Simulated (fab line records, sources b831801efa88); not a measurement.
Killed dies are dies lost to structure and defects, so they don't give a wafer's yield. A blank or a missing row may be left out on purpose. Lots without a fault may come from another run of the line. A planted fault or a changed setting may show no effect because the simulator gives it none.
Which tool did it? | flow sky130 | 11 lots, 32 wafers sampled, at 4 steps of a route of 708

WHAT THE GAUGES READ, wafer by wafer
SKY_CAPM_RS_MEAS_03: measures by four-point-probe.
lot  | measured     | on            | CAPM_TIN_RS (ohm/sq)
L979 | day 36 19:03 | film_metro-01 | 6.95 6.92 6.98
L980 | day 36 23:11 | film_metro-03 | 6.97 6.91 6.97
L981 | day 37 06:23 | film_metro-03 | 6.91 6.84 6.94
L983 | day 38 01:39 | film_metro-03 | 6.89 6.92 6.87
L987 | day 40 02:29 | film_metro-02 | 6.85 6.82 6.88
L988 | day 40 10:40 | film_metro-03 | 6.94 7.06 7.03
L989 | day 40 20:13 | film_metro-01 | 7.06 7.07 7.08
L992 | day 41 05:47 | film_metro-03 | 6.85 6.92 6.91
L994 | day 41 15:19 | film_metro-01 | 6.07 6.89
L996 | day 42 12:22 | film_metro-02 | 6.07 6.76 6.94
L100 | day 43 01:32 | film_metro-02 | 6.97 6.89 7.00

WHICH TOOL RAN EACH LOT (tool, then ch and the chambers of the sampled wafers, then the start)
lot  | SKY_LI_CONTACT_ETCH_15             | SKY_METAL2_SPUTTER_03        | SKY_CAPM_SPUTTER_02
L979 | rie_diel-04 ch 0,1, day 29 16:01   | pvd_sputter-04, day 34 11:08 | pvd_sputter-02, day 36 18:55
L980 | rie_diel-02 ch 1,3, day 29 20:46   | pvd_sputter-01, day 34 14:59 | pvd_sputter-04, day 36 23:05
L981 | rie_diel-03 ch 0,2,3, day 30 03:57 | pvd_sputter-03, day 34 23:00 | pvd_sputter-03, day 37 06:17
L983 | rie_diel-03 ch 0,2,3, day 31 00:06 | pvd_sputter-01, day 35 18:08 | pvd_sputter-03, day 38 01:31
L987 | rie_diel-03 ch 1,2,3, day 33 05:15 | pvd_sputter-04, day 37 20:42 | pvd_sputter-03, day 40 02:22
L988 | rie_diel-04 ch 1,2,3, day 33 15:20 | pvd_sputter-03, day 38 05:19 | pvd_sputter-03, day 40 10:32
L989 | rie_diel-04 ch 0,3, day 34 00:48   | pvd_sputter-03, day 38 14:55 | pvd_sputter-03, day 40 20:04
L992 | rie_diel-03 ch 0,3, day 34 11:12   | pvd_sputter-01, day 39 01:19 | pvd_sputter-03, day 41 05:40
L994 | rie_diel-03 ch 1, day 34 21:16     | pvd_sputter-01, day 39 11:59 | pvd_sputter-03, day 41 15:12
L996 | rie_diel-03 ch 0,1, day 35 21:33   | pvd_sputter-01, day 40 09:58 | pvd_sputter-03, day 42 12:15
L100 | rie_diel-02 ch 0,1, day 36 09:54   | pvd_sputter-03, day 40 22:23 | pvd_sputter-04, day 43 01:25
- SKY_LI_CONTACT_ETCH_15: etches PSG in C4F8/O2/Ar, stops on Si, target depth 600 nm.
- SKY_METAL2_SPUTTER_03: material Ti, target thk 5 nm, time 3.3 s.
- SKY_CAPM_SPUTTER_02: material TiN, target thk 200 nm, time 166.7 s.

THE ANSWER, worked out from the rows above alone
Rule: what is usual is taken from the lots themselves. Put in order of their means at a reading, lots are off if they are a third of the lots or fewer, leave a main group of 4 or more, and stand apart from it by a gap of 3 or more times the standard deviation of the main group's means; of several such gaps the widest counts. A main group whose means are all the same, to the digits that the tables above print for the reading, isn't used. A lot without any number at a reading at which 4 lots or more have one is off too. The other lots that the step has rows for count as sound.
Off: L994, L996, at SKY_CAPM_RS_MEAS_03 (CAPM_TIN_RS). The main group: mean 6.94 ohm/sq, standard deviation 0.064.
A tool fits if, at a process step before that reading, it ran every lot that is off, and no sound lot after the first of them. The gauges at SKY_CAPM_RS_MEAS_03 are tried like those tools. Can't be told from this: 3 tools fit, rie_diel-03 at SKY_LI_CONTACT_ETCH_15, pvd_sputter-01 at SKY_METAL2_SPUTTER_03, pvd_sputter-03 at SKY_CAPM_SPUTTER_02.

WHAT THE SIMULATOR HAD PUT IN
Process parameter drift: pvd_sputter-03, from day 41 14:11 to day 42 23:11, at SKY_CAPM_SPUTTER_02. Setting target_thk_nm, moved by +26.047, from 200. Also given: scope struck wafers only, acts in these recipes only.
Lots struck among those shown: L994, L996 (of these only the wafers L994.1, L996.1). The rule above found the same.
